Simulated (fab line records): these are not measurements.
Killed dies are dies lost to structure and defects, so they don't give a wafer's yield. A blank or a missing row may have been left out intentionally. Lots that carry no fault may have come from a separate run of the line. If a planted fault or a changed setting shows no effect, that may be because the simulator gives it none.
Which tool was responsible? | flow sky130 | Sampling: 24 lots, 72 wafers, 2 of 708 route steps

WHAT EACH GAUGE READ, for each wafer
SKY_POLY_GATE_CD_MEAS_22.
lot  | measured     | on        | cd_nm (nm)
L075 | day 17 18:49 | cd_sem-02 | 151.5 156.5 157.1
L074 | day 17 21:19 | cd_sem-02 | 149.7 149.2 147.7
L076 | day 17 21:20 | cd_sem-01 | 147.1 150.8 153.4
L077 | day 18 00:07 | cd_sem-02 | 148.9 149.8 146.1
L078 | day 18 15:13 | cd_sem-01 | 145.0 148.4 150.3
L079 | day 19 02:52 | cd_sem-01 | 147.2 149.1 149.5
L080 | day 19 07:33 | cd_sem-01 | 147.9 148.1 147.3
L082 | day 19 12:08 | cd_sem-01 | 143.8 145.1 146.6
L081 | day 19 13:56 | cd_sem-01 | 149.9 151.8 151.1
L083 | day 20 04:16 | cd_sem-02 | 150.5 146.9 151.3
L084 | day 20 17:11 | cd_sem-01 | 151.6 150.9 149.0
L085 | day 20 19:27 | cd_sem-02 | 149.0 148.2 149.7
L086 | day 21 06:47 | cd_sem-02 | 152.1 152.8 147.7
L087 | day 21 10:57 | cd_sem-01 | 148.7 150.9 146.9
L088 | day 21 17:12 | cd_sem-02 | 151.0 145.6 147.1
L089 | day 21 23:33 | cd_sem-01 | 147.1 148.0 146.8
L090 | day 22 05:35 | cd_sem-01 | 151.5 148.1 147.0
L091 | day 22 15:56 | cd_sem-02 | 154.8 146.0 147.1
L092 | day 23 05:04 | cd_sem-01 | 145.2 146.9 148.9
L093 | day 23 11:00 | cd_sem-02 | 148.4 150.1 147.5
L094 | day 23 22:49 | cd_sem-02 | 146.4 146.2 146.9
L095 | day 24 12:20 | cd_sem-01 | 148.1 148.6 146.8
L097 | day 24 15:32 | cd_sem-02 | 149.9 147.6 148.9
L096 | day 24 17:25 | cd_sem-02 | 148.3 152.2 151.5

SKY_LI_CONTACT_THK_MEAS_23: measures by xrf.
lot  | measured     | on            | LI_CONTACT_W_THK (nm)
L075 | day 30 14:31 | film_metro-03 | 398 407 404
L074 | day 30 16:37 | film_metro-01 | 404 410 400
L076 | day 30 16:43 | film_metro-04 | 405 402 409
L077 | day 30 18:37 | film_metro-01 | 406 410 416
L078 | day 31 04:44 | film_metro-01 | 404 409 408
L079 | day 31 16:55 | film_metro-03 | 405 401 406
L080 | day 31 23:05 | film_metro-01 | 401 401 410
L082 | day 32 02:23 | film_metro-03 | 401 404 404
L081 | day 32 01:40 | film_metro-03 | 409 404 406
L083 | day 32 12:37 | film_metro-04 | 408 410 415
L084 | day 33 02:04 | film_metro-01 | 410 403 408
L085 | day 33 06:04 | film_metro-04 | 418 404 408
L086 | day 33 11:20 | film_metro-03 | 412 410 407
L087 | day 33 15:55 | film_metro-01 | 411 424 408
L088 | day 34 03:14 | film_metro-04 | 399 401 403
L089 | day 34 04:55 | film_metro-01 | 408 412 410
L090 | day 34 09:58 | film_metro-03 | 401 409 403
L091 | day 34 17:43 | film_metro-03 | 420 412 410
L092 | day 35 05:55 | film_metro-01 | 409 414 403
L093 | day 35 12:52 | film_metro-03 | 419 403 417
L094 | day 36 01:06 | film_metro-03 | 398 411 401
L095 | day 36 10:34 | film_metro-03 | 408 423 401
L097 | day 36 13:29 | film_metro-01 | 419 415 400
L096 | day 36 17:32 | film_metro-01 | 400 401 395

WHICH TOOL RAN EACH LOT (tool, then ch and the chambers of the sampled wafers, then the start)
The record holds no process step before these readings.

AS READ BY THE TOOLS THEMSELVES (means over the sampled wafers that have a number; for cases with no such wafer, the mark the record gives instead)
The record holds no such reading with a usual standard deviation.

THE ANSWER, worked out from the rows above alone
Rule: what is usual is taken from the lots themselves. Put in order of their means at a reading, lots are off if they are a third of the lots or fewer, leave a main group of 4 or more, and stand apart from it by a gap of 3 or more times the standard deviation of the main group's means; of several such gaps the widest counts. The tables above print the reading to a certain number of digits; a main group whose means all agree to those digits is not used. Also off: a lot with no number at a reading for which 4 or more lots have one. Any other lot the step has rows for is counted as sound. After the gauges, taken in route order, come the tools' own readings; for these a lot's mean is taken, as printed above. The first step at which some lot is off is used, and at that step the reading that is off furthest; a lot without a number counts as furthest.
Across all readings shown, no lot is off: no conclusion can be drawn from this.

WHAT HAD BEEN PUT IN BY THE SIMULATOR
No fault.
